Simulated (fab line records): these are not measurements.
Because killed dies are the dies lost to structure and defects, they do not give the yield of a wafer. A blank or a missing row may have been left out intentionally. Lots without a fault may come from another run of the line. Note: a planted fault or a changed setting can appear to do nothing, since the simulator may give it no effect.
Chamber matching | flow sky130 | SKY_POLY_GATE_ETCH_15 on rieDiel-03: 4 sister chambers
The step etches BARC in N2/H2, stops on SiO2, time 118.5 s, target depth 110 nm. 18 wafers are shown with their chamber, then 8 later ones without.

EACH WAFER AND ITS CHAMBER
wafer  | chamber | drypumpMotorCurrentA (A) | throttleValvePct (%) | chamberPressureMTorr (mTorr)
L074.1 | 0       | 5.84                     | 13.221               | 29.971
L074.3 | 3       | 6.00                     | 13.217               | 30.005
L074.4 | 1       | 6.20                     | 13.205               | 30.065
L079.1 | 3       | 6.00                     | 13.220               | 30.020
L079.4 | 2       | 6.36                     | 13.232               | 29.986
L079.5 | 1       | 6.19                     | 13.204               | 30.024
L085.4 | 3       | 6.00                     | 13.213               | 29.981
L085.5 | 0       | 5.80                     | 13.225               | 30.020
L085.6 | 3       | 5.97                     | 13.212               | 29.945
L086.1 | 1       | 6.22                     | 13.218               | 29.996
L086.3 | 0       | 5.87                     | 13.214               | 29.998
L086.6 | 3       | 6.02                     | 13.221               | 30.034
L090.1 | 1       | 6.18                     | 13.199               | 30.000
L090.3 | 2       | 6.41                     | 13.214               | 29.972
L090.6 | 0       | 5.84                     | 13.204               | 29.969
L093.1 | 2       | 6.42                     | 13.215               | 29.982
L093.2 | 0       | 5.84                     | 13.201               | 30.012
L093.3 | 3       | 6.02                     | 13.218               | 30.006

SIGNATURES (averages over the wafers above)
reading              | chamber 0 | chamber 1 | chamber 2 | chamber 3 | scatter within a chamber
drypumpMotorCurrentA | 5.8380    | 6.1975    | 6.3967    | 6.0017    | 0.0225
throttleValvePct     | 13.21300  | 13.20650  | 13.22033  | 13.21683  | 0.00803
chamberPressureMTorr | 29.99400  | 30.02125  | 29.98000  | 29.99850  | 0.0271
Rule: for a wafer and a chamber, the distance is found by dividing, reading by reading, the gap between the wafer's reading and the chamber's mean by the reading's scatter, squaring, summing and taking the root. If the next closest chamber is less than 2 further off than the closest, the wafer can't be placed; otherwise it belongs to the closest. The scatter is the square root of a quotient: the sum, over the shown wafers, of each reading's squared deviation from its chamber's mean, divided by wafers minus chambers.

WAFERS WITHOUT THEIR CHAMBER
wafer  | drypumpMotorCurrentA (A) | throttleValvePct (%) | chamberPressureMTorr (mTorr)
L094.2 | 6.02                     | 13.216               | 30.011
L094.4 | 6.21                     | 13.210               | 29.966
L094.6 | 6.37                     | 13.198               | 30.010
L096.1 | 6.17                     | 13.220               | 29.999
L096.4 | 6.39                     | 13.222               | 29.976
L096.5 | 6.18                     | 13.216               | 30.024
L097.1 | 5.99                     | 13.225               | 30.037
L097.4 | 6.20                     | 13.207               | 30.018

WHICH CHAMBER EACH ONE RAN IN
wafer  | from the rows above | in truth
L094.2 | 3                   | 3
L094.4 | 1                   | 1
L094.6 | 2                   | 2
L096.1 | 1                   | 1
L096.4 | 2                   | 2
L096.5 | 1                   | 1
L097.1 | 3                   | 3
L097.4 | 1                   | 1
Correct placement for 8 of the 8. Can't be placed from these rows: 0. Placed wrongly: 0.
